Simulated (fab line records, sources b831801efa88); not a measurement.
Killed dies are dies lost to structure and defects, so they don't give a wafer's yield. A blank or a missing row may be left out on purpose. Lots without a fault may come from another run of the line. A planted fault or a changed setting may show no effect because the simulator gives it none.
fab line records | flow sky130 | part 2 of 2: steps 35 to 35 of 35
record lots=7 wafers=21 last_day=48
route steps=708 shown SD_P@327 RES_XHIGH@332 SD_N@342 SALICIDE@361 PAD_OPEN@708
lots that met no fault: from a run of the same line without faults
start_h: hours from the record's first day to the start of the lot's first wafer shown | wait_h: hours since the lot's step before | " the same as in the row above | L1.1+2: a row that stands for several wafers | - no value, or no start given | * or withheld: withheld | < > ~ a bound
route shown NAME@n: a module of which the file shows steps, and the number in the route of the first | usual: mean/standard deviation of fault-free wafers | same: alike in all rows | chamber/n: place in a boat | sites: the reading at each site | _std_site: their standard deviation | _edge_site: outer sites' mean less inner sites' | radius_mm: how far each site lies from the wafer's centre | mask NAME#n: copy n | behind: the tool/chamber that last shaped the wafer | hold: why the lot was held/for how many hours/how that ended | device: the transistor (n, p or np) that didn't switch | end of line: the same wafers' tests at the end of the route | a step without rows: its recipe alone | killed: dies lost to structure and defects at the first sort, not the wafer's yield | map: a wafer's dies, x killed, . not, _ none there
set.NAME: the setting as run; set.NAME@STEP: as run at that earlier step | model.NAME: the simulator's own value behind a step, which no gauge read
lots at some steps of the route; a table a step, a row a wafer
services: from which hour (start_h, from the record's first day; less than 0 if before it) a tool's chamber was out of use, for how many hours, and why
## steps
# step SKY_PAD_OPEN_PROBE_99
# usual killed_at_M0_to_M3=44/6.9 killed_at_M4_up=3.1/1.7 killed_at_contacts=25/5.6 killed_at_front_end=14/4.3 killed_at_other=0.3/0.51 killed_dies=86/9.8 killed_open=47/6.5 killed_short=39/6.6
# same gross_dies=492 killed_at_back_side=0
# columns lot.wafer tool chamber start_h wait_h killed_at_M0_to_M3 killed_at_M4_up killed_at_contacts killed_at_front_end killed_at_other killed_dies killed_open killed_short model.etest.res_xhigh_po.line_ohm_um model.etest.res_xhigh_po.rs_ohm_sq
L321.1 prober-02 - 1092.53 0.1 42 3 27 16 0 88 52 36 5684 2006
L321.4 prober-02 - 1092.68 0.2 47 1 29 11 0 88 51 37 5845 1997
L321.5 prober-02 - 1092.73 0.2 38 2 17 16 0 73 45 28 5991 2067
L322.3 prober-01 - 1102.97 0.2 44 9 32 18 0 103 56 47 5604 1961
L322.4 prober-01 - 1103.02 0.2 51 3 27 11 0 92 46 46 5560 1916
L322.5 prober-01 - 1103.07 0.2 41 2 33 14 0 90 46 44 5664 2000
L324.1 prober-02 - 1120.67 0.1 51 2 32 14 0 99 50 49 5612 1984
L324.3 prober-02 - 1120.77 0.2 41 4 19 16 0 80 48 32 5589 1965
L324.5 prober-02 - 1120.87 0.2 47 6 18 13 0 84 46 38 5643 1957
L328.1 prober-01 - 1131.44 0.1 37 5 21 16 0 79 45 34 5589 1966
L328.4 prober-01 - 1131.59 0.2 44 2 22 17 0 85 44 41 5475 1917
L328.6 prober-01 - 1131.69 0.2 56 3 21 19 0 99 50 49 5674 1959
L330.1 prober-01 - 1147.64 0.1 44 3 21 10 0 78 39 39 4996 1731
L330.4 prober-01 - 1147.79 0.2 43 2 19 12 0 76 46 30 4949 1734
L330.5 prober-01 - 1147.84 0.2 44 0 28 14 1 87 50 37 4956 1739
L331.3 prober-02 - 1154.97 0.2 38 6 36 18 0 98 57 41 4867 1702
L331.5 prober-02 - 1155.07 0.2 50 2 20 16 1 89 45 44 4943 1722
L331.6 prober-02 - 1155.12 0.2 49 4 27 9 1 90 40 50 4927 1721
L332.3 prober-01 - 1156.84 0.2 44 3 18 24 0 89 55 34 4923 1738
L332.4 prober-01 - 1156.89 0.2 46 6 28 17 0 97 54 43 4960 1756
L332.6 prober-01 - 1156.99 0.2 44 4 19 9 0 76 42 34 4929 1750
# killed by level:class
L321.1 LI_CONTACT:geometric_particle:open=9 VIA1:geometric_particle:open=9 FIELD_ISO:geometric_particle:open=7 CONTACT:geometric_particle:open=6 VIA2:geometric_particle:open=6 VIA3:geometric_particle:open=6 VIA3:geometric_particle:short=6 CONTACT:geometric_particle:short=5
L321.4 LI_CONTACT:geometric_particle:open=11 CONTACT:geometric_particle:open=9 VIA1:geometric_particle:open=8 METAL1:geometric_particle:short=8 VIA3:geometric_particle:open=8 VIA1:geometric_particle:short=6 CONTACT:geometric_particle:short=5 METAL2:geometric_particle:short=4
L321.5 VIA1:geometric_particle:open=11 LI_CONTACT:geometric_particle:open=8 FIELD_ISO:geometric_particle:open=6 METAL1:geometric_particle:short=5 VIA2:geometric_particle:open=5 VIA3:geometric_particle:open=5 CONTACT:geometric_particle:open=4 POLY_GATE:geometric_particle:open=4
L322.3 CONTACT:geometric_particle:open=12 VIA1:geometric_particle:open=12 VIA3:geometric_particle:open=10 FIELD_ISO:geometric_particle:short=7 LI_CONTACT:geometric_particle:open=7 CONTACT:geometric_particle:short=7 POLY_GATE:geometric_particle:short=6 METAL4:geometric_particle:short=6
L322.4 CONTACT:geometric_particle:open=11 VIA1:geometric_particle:open=10 VIA2:geometric_particle:open=8 METAL2:geometric_particle:short=7 FIELD_ISO:geometric_particle:short=6 VIA2:geometric_particle:short=5 VIA3:geometric_particle:open=5 LI_CONTACT:geometric_particle:short=4
L322.5 CONTACT:geometric_particle:open=15 METAL1:geometric_particle:short=9 VIA1:geometric_particle:open=8 CONTACT:geometric_particle:short=6 VIA1:geometric_particle:short=6 FIELD_ISO:geometric_particle:open=5 LOCAL_INTERCONNECT:geometric_particle:short=5 VIA2:geometric_particle:open=5
L324.1 VIA1:geometric_particle:open=11 LI_CONTACT:geometric_particle:open=11 METAL1:geometric_particle:short=8 VIA3:geometric_particle:open=8 CONTACT:geometric_particle:open=7 VIA1:geometric_particle:short=7 METAL2:geometric_particle:short=6 LOCAL_INTERCONNECT:geometric_particle:short=6
L324.3 CONTACT:geometric_particle:open=11 VIA1:geometric_particle:open=11 METAL2:geometric_particle:short=9 POLY_GATE:geometric_particle:short=6 LI_CONTACT:geometric_particle:open=6 VIA1:geometric_particle:short=5 SPACER:geometric_particle:open=5 METAL2:geometric_particle:open=5
L324.5 METAL1:geometric_particle:short=9 LI_CONTACT:geometric_particle:open=8 METAL1:geometric_particle:open=7 CONTACT:geometric_particle:open=6 VIA1:geometric_particle:open=6 POLY_GATE:geometric_particle:short=5 VIA1:geometric_particle:short=5 METAL2:geometric_particle:short=5
L328.1 CONTACT:geometric_particle:open=10 VIA1:geometric_particle:open=9 METAL2:geometric_particle:short=6 LI_CONTACT:geometric_particle:open=5 CONTACT:geometric_particle:short=5 FIELD_ISO:geometric_particle:open=4 VIA3:geometric_particle:open=4 METAL4:geometric_particle:short=4
L328.4 VIA1:geometric_particle:open=11 CONTACT:geometric_particle:short=8 CONTACT:geometric_particle:open=7 VIA1:geometric_particle:short=7 LI_CONTACT:geometric_particle:open=6 FIELD_ISO:geometric_particle:short=5 METAL2:geometric_particle:short=5 FIELD_ISO:geometric_particle:open=4
L328.6 VIA1:geometric_particle:open=11 METAL2:geometric_particle:short=8 CONTACT:geometric_particle:open=8 VIA2:geometric_particle:open=8 POLY_GATE:geometric_particle:short=6 VIA1:geometric_particle:short=6 METAL1:geometric_particle:short=5 VIA3:geometric_particle:open=5
L330.1 VIA1:geometric_particle:open=13 METAL1:geometric_particle:short=7 LOCAL_INTERCONNECT:geometric_particle:short=5 CONTACT:geometric_particle:open=5 CONTACT:geometric_particle:short=5 VIA2:geometric_particle:open=5 METAL3:geometric_particle:short=4 VIA3:geometric_particle:open=4
L330.4 VIA3:geometric_particle:open=10 VIA1:geometric_particle:open=9 LI_CONTACT:geometric_particle:open=8 METAL2:geometric_particle:short=6 CONTACT:geometric_particle:open=5 VIA1:geometric_particle:short=4 METAL1:geometric_particle:short=3 METAL2:geometric_particle:open=3
L330.5 CONTACT:geometric_particle:open=13 VIA1:geometric_particle:short=9 VIA1:geometric_particle:open=9 LI_CONTACT:geometric_particle:open=7 VIA3:geometric_particle:open=6 POLY_GATE:geometric_particle:short=5 POLY_GATE:geometric_particle:open=5 VIA2:geometric_particle:open=4
L331.3 CONTACT:geometric_particle:open=12 VIA3:geometric_particle:open=11 LI_CONTACT:geometric_particle:open=9 VIA1:geometric_particle:open=9 FIELD_ISO:geometric_particle:open=6 CONTACT:geometric_particle:short=6 METAL1:geometric_particle:short=5 LI_CONTACT:geometric_particle:short=4
L331.5 VIA1:geometric_particle:open=8 POLY_GATE:geometric_particle:open=6 METAL2:geometric_particle:short=6 LOCAL_INTERCONNECT:geometric_particle:short=6 METAL1:geometric_particle:short=6 VIA3:geometric_particle:short=6 VIA2:geometric_particle:open=6 VIA3:geometric_particle:open=6
L331.6 CONTACT:geometric_particle:open=12 METAL1:geometric_particle:short=11 METAL2:geometric_particle:short=7 VIA1:geometric_particle:open=6 LI_CONTACT:geometric_particle:short=5 VIA2:geometric_particle:open=5 VIA1:geometric_particle:short=4 LOCAL_INTERCONNECT:geometric_particle:short=4
L332.3 VIA1:geometric_particle:open=13 POLY_GATE:geometric_particle:open=9 CONTACT:geometric_particle:open=8 VIA3:geometric_particle:open=7 VIA2:geometric_particle:open=6 POLY_GATE:geometric_particle:short=5 FIELD_ISO:geometric_particle:open=4 LI_CONTACT:geometric_particle:open=4
L332.4 VIA1:geometric_particle:open=13 CONTACT:geometric_particle:short=9 VIA2:geometric_particle:open=9 LI_CONTACT:geometric_particle:open=8 CONTACT:geometric_particle:open=7 FIELD_ISO:geometric_particle:short=6 METAL1:geometric_particle:short=6 FIELD_ISO:geometric_particle:open=5
L332.6 VIA1:geometric_particle:open=12 CONTACT:geometric_particle:open=8 CONTACT:geometric_particle:short=6 VIA1:geometric_particle:short=6 METAL1:geometric_particle:short=5 METAL1:geometric_particle:open=5 FIELD_ISO:geometric_particle:open=4 VIA3:geometric_particle:open=4
## services
# columns tool chamber start_h hours kind
implanter-04 - 599.20 9.2 pm
implanter-04 - 608.38 1.2 repair
implanter-01 - 610.55 8.4 pm
plasma_asher-02 - 619.89 4.2 repair
implanter-04 - 638.76 2.2 repair
implanter-01 - 642.37 8.2 pm
implanter-04 - 651.07 0.8 repair
implanter-01 - 664.07 2.5 repair
plasma_asher-02 - 687.23 1.1 repair
implanter-01 - 688.36 2.8 repair
implanter-04 - 690.76 14.4 pm
implanter-01 - 694.66 19.3 repair
plasma_asher-04 - 733.75 9.0 pm
plasma_asher-04 0 733.75 9.0 vent_cycle
plasma_asher-04 1 733.75 9.0 vent_cycle
plasma_asher-01 - 737.01 1.2 repair
plasma_asher-04 0 742.75 - clean
plasma_asher-04 1 742.75 - clean
## key
first_sign step=SKY_RES_XHIGH_IMPLANT_07 reading=implant_ion_amu direction=down sigmas=99+ usual=49 struck=11
effect step=SKY_RES_XHIGH_STRIP_08 reading=strip_time_to_endpoint_s direction=down sigmas=2.6 usual=* struck=*
effect step=SKY_RES_XHIGH_TW_MEAS_09 reading=RES_XHIGH_TW direction=down sigmas=49 usual=1648 struck=1072
effect step=SKY_SD_N_RS_MEAS_18 reading=RES_XHIGH_RS direction=down sigmas=53 usual=333.7 struck=259.1
model_effect step=SKY_RES_XHIGH_IMPLANT_07 value=implant.rp_nm without=17.03 struck=64.62
model_effect step=SKY_PAD_OPEN_PROBE_99 value=etest.res_xhigh_po.line_ohm_um without=5595 struck=4939
met_at SKY_RES_XHIGH_IMPLANT_07
struck_wafers L330.1,L330.4,L330.5,L331.3,L331.5,L331.6,L332.3,L332.4,L332.6
tester_left_out L330,L331,L332
onset_between 684.81 707.96
fault kind=wrong_recipe_download tool=implanter-01,implanter-02,implanter-04 chamber=- onset_h=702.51 steps=SKY_RES_XHIGH_IMPLANT_07 wrong_recipe.not_listed=1
# tester_left_out: of these lots the tester's yield and bins aren't shown, on N5 and GAA mostly nor the transistor test; their killed dies are dies lost to structure and defects alone, not to doping, threshold or leakage, so they don't give the yield
